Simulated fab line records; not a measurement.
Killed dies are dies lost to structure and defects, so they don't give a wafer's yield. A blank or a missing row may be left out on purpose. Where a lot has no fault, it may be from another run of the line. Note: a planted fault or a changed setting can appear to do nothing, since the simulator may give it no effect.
Which of the tools did it?    flow sky130    39 wafers from 13 lots sampled at 2 of the route's 708 steps

WHAT THE GAUGES SHOWED, per wafer
SKY_VT_ADJUST_HVTR_CD_MEAS_07: target cd 380 nm.
lot   measured      on         cd_nm (nm)
L925  day 9 18:19   cd_sem-01  376.2 377.0 375.4
L927  day 10 09:32  cd_sem-02  379.8 377.2 378.1
L930  day 11 03:32  cd_sem-02  381.1 385.0 383.9
L931  day 11 16:16  cd_sem-01  379.4 383.7 379.4
L933  day 12 04:41  cd_sem-02  378.1 377.8 376.9
L934  day 12 10:10  cd_sem-02  382.1 386.5 383.0
L935  day 12 22:28  cd_sem-01  382.8 382.1 381.0
L941  day 14 18:37  cd_sem-01  380.8 382.2 380.0
L942  day 15 02:13  cd_sem-01  379.5 380.1 380.0
L943  day 15 11:08  cd_sem-01  382.2 380.3 381.4
L944  day 15 11:10  cd_sem-02  379.6 376.3 378.2
L945  day 15 20:14  cd_sem-02  381.6 383.4 382.9
L947  day 16 14:22  cd_sem-02  378.9 378.9 378.2

SKY_VT_ADJUST_HVTR_OVL_MEAS_08.
lot   measured      on          VT_ADJUST_HVTR_OVL (nm)
L925  day 9 18:26   overlay-02  -1.5 0.0 -0.4
L927  day 10 09:39  overlay-01  -0.7 0.0 -0.8
L930  day 11 03:38  overlay-01  -1.4 0.2 -2.7
L931  day 11 16:22  overlay-02  0.8 2.0 -0.8
L933  day 12 04:48  overlay-02  -0.8 1.5 1.9
L934  day 12 10:17  overlay-01  -1.2 -2.8 -1.8
L935  day 12 22:35  overlay-01  0.3 0.5 -0.3
L941  day 14 18:44  overlay-01  0.3 -1.4 -0.7
L942  day 15 02:20  overlay-02  1.2 -0.3 -0.6
L943  day 15 11:15  overlay-02  2.9 1.6 1.0
L944  day 15 11:17  overlay-01  -0.2 0.6 0.7
L945  day 15 20:19  overlay-02  1.0 -1.5 -0.9
L947  day 16 14:29  overlay-02  0.6 0.3 1.2

WHICH TOOL RAN EACH LOT (tool, then ch and the chambers of the sampled wafers, then the start)
Record: no process step prior to these readings.

WHAT THE TOOLS THEMSELVES READ (means of the sampled wafers that have a number; where no wafer has one, the mark that the record gives instead)
The record holds no such reading with a usual standard deviation.

THE ANSWER, worked out from the rows above alone
Rule: usual is defined by the lots themselves. Put in order of their means at a reading, lots are off if they are a third of the lots or fewer, leave a main group of 4 or more, and stand apart from it by a gap of 3 or more times the standard deviation of the main group's means; of several such gaps the widest counts. Not used: any main group whose means are identical at the precision the tables above print for the reading. A lot without any number at a reading at which 4 lots or more have one is off too. Any other lot the step has rows for is counted as sound. First the gauges in route order, then the tools' own readings, where a lot's mean is used as printed above. The first step at which some lot is off is used, and at that step the reading that is off furthest; a lot without a number counts as furthest.
No lot is off at any reading shown: from this, nothing can be told.

WHAT THE SIMULATOR HAD INSERTED
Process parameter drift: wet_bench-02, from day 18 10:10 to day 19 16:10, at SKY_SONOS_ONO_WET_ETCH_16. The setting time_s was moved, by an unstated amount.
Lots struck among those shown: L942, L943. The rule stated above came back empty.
